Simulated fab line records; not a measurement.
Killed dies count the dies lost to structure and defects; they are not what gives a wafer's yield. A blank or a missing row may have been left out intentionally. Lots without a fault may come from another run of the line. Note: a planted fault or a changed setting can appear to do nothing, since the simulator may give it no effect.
Which tool was responsible? -- flow sky130 -- 14 lots with 42 wafers sampled at 6 steps, on a route of 708 steps

WHAT EACH GAUGE READ, for each wafer
SKY_LDD_LDN_OVL_MEAS_07. Usual: for LDD_LDN_OVL the level is 0.6 nm and the standard deviation is 1.7.
lot,measured,on,LDD_LDN_OVL (nm),flag
L778,day 22 13:10,overlay-01,1.8 -0.9 0.9,
L779,day 23 00:20,overlay-01,1.8 2.9 2.2,
L782,day 25 00:29,overlay-01,-1.4 -2.7 -2.0,
L783,day 25 09:18,overlay-01,-1.0 -0.6 -1.6,
L784,day 25 08:59,overlay-01,-1.2 0.0 -0.8,
L786,day 25 11:56,overlay-01,- - -,OFF
L785,day 25 14:15,overlay-02,- - -,OFF
L788,day 26 02:38,overlay-02,-0.5 -0.5 -0.7,
L787,day 26 09:48,overlay-01,2.7 0.7 1.7,
L795,day 28 13:42,overlay-01,-2.9 -4.0 -2.1,
L796,day 29 01:38,overlay-01,0.4 -0.8 -0.8,
L798,day 29 13:54,overlay-02,2.5 3.3 2.8,
L799,day 29 19:50,overlay-02,2.3 2.7 1.8,
L801,day 30 12:20,overlay-02,3.6 4.6 3.3,

SKY_SPACER_THK_MEAS_01. Usual: for SPACER_CVD_00_THK the level is 42.9 nm and the standard deviation is 0.39.
lot,measured,on,SPACER_CVD_00_THK (nm),flag
L778,day 22 15:13,film_metro-01,42.8 43.2 42.9,
L779,day 23 03:34,film_metro-01,42.7 42.7 42.7,
L782,day 25 05:16,film_metro-02,42.7 43.0 42.7,
L783,day 25 13:28,film_metro-04,42.2 42.4 42.6,
L784,day 25 11:39,film_metro-02,43.2 43.0 43.5,
L786,day 25 20:34,film_metro-02,42.9 42.8 43.0,
L785,day 25 20:34,film_metro-01,42.7 42.7 42.6,
L788,day 26 08:28,film_metro-01,42.5 42.9 42.7,
L787,day 26 11:51,film_metro-04,42.7 42.2 42.7,
L795,day 28 15:46,film_metro-02,42.5 42.6 42.7,
L796,day 29 05:01,film_metro-02,44.1 43.1 43.4,
L798,day 29 16:21,film_metro-01,43.2 43.0 42.8,
L799,day 29 21:53,film_metro-04,43.3 42.9 43.2,
L801,day 30 14:23,film_metro-02,42.9 42.8 43.3,

SKY_RES_XHIGH_TW_MEAS_09. Usual: for RES_XHIGH_TW the level is 1641 and the standard deviation is 8.8.
lot,measured,on,RES_XHIGH_TW,flag
L778,day 26 08:49,film_metro-03,1637 1634 1631,
L779,day 26 18:42,film_metro-04,1639 1648 1635,
L782,day 28 20:04,film_metro-04,1651 1647 1644,
L783,day 29 04:04,film_metro-04,1642 1644 1647,
L784,day 29 02:33,film_metro-02,1624 1632 1642,
L786,day 29 11:20,film_metro-03,1918 1932 1923,OFF
L785,day 29 11:38,film_metro-04,1917 1916 1923,OFF
L788,day 29 21:09,film_metro-04,1645 1653 1633,
L787,day 30 02:41,film_metro-02,1631 1639 1632,
L795,day 32 02:26,film_metro-03,1637 1629 1634,
L796,day 32 15:52,film_metro-04,1654 1653 1652,
L798,day 33 02:19,film_metro-04,1638 1644 1641,
L799,day 33 07:47,film_metro-03,1645 1641 1627,
L801,day 33 23:21,film_metro-02,1625 1630 1622,

TOOL THAT RAN EACH LOT (tool first, then ch and the chambers of the sampled wafers, then the start)
lot,SKY_POLY_GATE_ETCH_17,SKY_LDD_P_STRIP_10,SKY_LDD_LDN_COAT_02
L778,"rie_si-01 ch 0,1,3, day 16 01:28","plasma_asher-01 ch 0,1, day 18 15:32","litho_track-04 ch 0, day 21 21:02"
L779,"rie_si-01 ch 0,2, day 16 14:53","plasma_asher-01 ch 0,1, day 19 04:39","litho_track-02 ch 0, day 22 09:45"
L782,"rie_si-01 ch 1,2, day 18 13:02","plasma_asher-02 ch 0,1, day 21 06:35","litho_track-04 ch 0, day 24 09:32"
L783,"rie_si-01 ch 0,2,3, day 18 22:43","plasma_asher-02 ch 0,1, day 21 15:53","litho_track-04 ch 0, day 24 19:41"
L784,"rie_si-02 ch 0,1,2, day 18 23:04","plasma_asher-03 ch 0,1, day 21 15:44","litho_track-02 ch 0, day 24 19:07"
L786,"rie_si-01 ch 0,1, day 19 03:47","plasma_asher-03 ch 0,1, day 21 19:45","litho_track-04, day 24 22:01"
L785,"rie_si-02 ch 0,2, day 19 05:05","plasma_asher-03 ch 0,1, day 21 21:04","litho_track-03, day 25 00:44"
L788,"rie_si-01 ch 0,1,2, day 19 18:05","plasma_asher-03 ch 0,1, day 22 09:29","litho_track-02 ch 0, day 25 11:51"
L787,"rie_si-02 ch 1,2, day 20 00:32","plasma_asher-01 ch 0,1, day 22 16:53","litho_track-04 ch 0, day 25 19:23"
L795,"rie_si-01 ch 0,1,2, day 22 09:52","plasma_asher-03 ch 0,1, day 25 00:07","litho_track-04 ch 0, day 27 22:59"
L796,"rie_si-02 ch 0,3, day 22 20:53","plasma_asher-02 ch 0,1, day 25 11:17","litho_track-04 ch 0, day 28 11:49"
L798,"rie_si-02 ch 0,1, day 23 12:31","plasma_asher-01 ch 1, day 26 02:03","litho_track-04 ch 0, day 29 01:02"
L799,"rie_si-01 ch 0,2,3, day 23 17:22","plasma_asher-02 ch 0,1, day 26 06:18","litho_track-02 ch 0, day 29 05:57"
L801,"rie_si-01 ch 1,2, day 24 12:41","plasma_asher-03 ch 0,1, day 27 00:41","litho_track-03 ch 0, day 29 23:11"
- SKY_POLY_GATE_ETCH_17: etches poly-Si in HBr/Cl2, stops on SiO2, target depth 180 nm, time 70.5 s.
- SKY_LDD_P_STRIP_10: strips in O2/N2.
- SKY_LDD_LDN_COAT_02: resist thk 1140 nm.

AS READ BY THE TOOLS THEMSELVES (means over the sampled wafers that have a number; for cases with no such wafer, the mark the record gives instead)
SKY_POLY_GATE_ETCH_17. Usual: chamber_pressure_mTorr 10.000 mTorr, standard deviation 0.011; drypump_motor_current_A 5.6 A, standard deviation 0.5; oes_product_au 0.981 a.u., standard deviation 0.0079; throttle_valve_pct 33.685 %, standard deviation 0.0078.
lot,tool,chamber_pressure_mTorr (mTorr),drypump_motor_current_A (A),oes_product_au (a.u.),throttle_valve_pct (%),flag
L778,rie_si-01,9.994,6.0,0.987,33.676,
L779,rie_si-01,10.006,5.2,0.989,33.687,
L782,rie_si-01,10.007,5.4,0.989,33.694,
L783,rie_si-01,10.002,5.8,0.974,33.679,
L784,rie_si-02,9.993,5.5,0.979,33.684,
L786,rie_si-01,10.015,5.7,0.986,33.682,
L785,rie_si-02,9.998,5.4,0.981,33.691,
L788,rie_si-01,9.998,5.4,0.983,33.690,
L787,rie_si-02,9.997,5.8,0.986,33.686,
L795,rie_si-01,10.001,5.5,0.977,33.680,
L796,rie_si-02,10.000,5.2,0.983,33.686,
L798,rie_si-02,10.003,5.3,0.982,33.687,
L799,rie_si-01,10.000,5.8,0.979,33.684,
L801,rie_si-01,10.001,5.2,0.978,33.685,

SKY_LDD_P_STRIP_10. Usual: chamber_pressure_mTorr 1500.1 mTorr, standard deviation 1.3; drypump_motor_current_A 5.6 A, standard deviation 0.5; oes_product_au 0.715 a.u., standard deviation 0.0045; strip_time_to_endpoint_s 14.33 s, standard deviation 0.034.
lot,tool,chamber_pressure_mTorr (mTorr),drypump_motor_current_A (A),oes_product_au (a.u.),strip_time_to_endpoint_s (s),flag
L778,plasma_asher-01,1499.8,5.7,0.718,14.31,
L779,plasma_asher-01,1499.6,5.7,0.713,14.31,
L782,plasma_asher-02,1500.7,5.2,0.714,14.29,
L783,plasma_asher-02,1500.1,5.1,0.720,14.30,
L784,plasma_asher-03,1501.4,6.1,0.712,14.30,
L786,plasma_asher-03,1501.4,6.3,0.719,14.32,
L785,plasma_asher-03,1498.9,6.1,0.713,14.34,
L788,plasma_asher-03,1499.5,6.3,0.713,14.31,
L787,plasma_asher-01,1499.4,5.4,0.718,14.32,
L795,plasma_asher-03,1500.8,6.3,0.712,14.31,
L796,plasma_asher-02,1500.4,5.2,0.712,14.40,
L798,plasma_asher-01,1499.6,5.2,0.713,14.31,
L799,plasma_asher-02,1500.5,5.2,0.717,14.34,
L801,plasma_asher-03,1498.9,6.1,0.718,14.32,

SKY_LDD_LDN_COAT_02. Usual: chill_plate_temp_C 23.00 C, standard deviation 0.12; dispense_pressure_kPa 52.1 kPa, standard deviation 2.8.
lot,tool,chill_plate_temp_C (C),dispense_pressure_kPa (kPa),flag
L778,litho_track-04,22.84,55.2,
L779,litho_track-02,23.20,49.3,
L782,litho_track-04,23.10,55.2,
L783,litho_track-04,22.92,55.2,
L784,litho_track-02,22.88,49.4,
L786,litho_track-04,-,-,OFF
L785,litho_track-03,-,-,OFF
L788,litho_track-02,23.07,49.3,
L787,litho_track-04,22.86,55.2,
L795,litho_track-04,23.08,55.2,
L796,litho_track-04,23.14,55.2,
L798,litho_track-04,22.93,55.2,
L799,litho_track-02,23.05,49.3,
L801,litho_track-03,22.88,49.9,

THE ANSWER, worked out from the rows above alone
Rule: lot off if the mean of its wafers having a number is beyond 3 standard deviations from the usual mean. A lot without any number at a reading at which 4 lots or more have one is off too. Where the step has rows for the other lots, those lots are counted as sound. First the gauges in route order, then the tools' own readings, where a lot's mean is used as printed above. At the first step where some lot is off, the reading lying furthest off is the one used; lots without a number count as furthest.
Off: L786, L785, at SKY_LDD_LDN_OVL_MEAS_07 (LDD_LDN_OVL). Without a number there: L786, L785.
If a tool, at a process step before that reading, ran all the lots that are off and no sound lot after the first of them, it fits. Not tried: the gauges at SKY_LDD_LDN_OVL_MEAS_07; whatever is off there is also off at SKY_RES_XHIGH_TW_MEAS_09, on other tools, and gauge error can't account for it. Of those tried, none fits.

WHAT WAS PUT IN BY THE SIMULATOR
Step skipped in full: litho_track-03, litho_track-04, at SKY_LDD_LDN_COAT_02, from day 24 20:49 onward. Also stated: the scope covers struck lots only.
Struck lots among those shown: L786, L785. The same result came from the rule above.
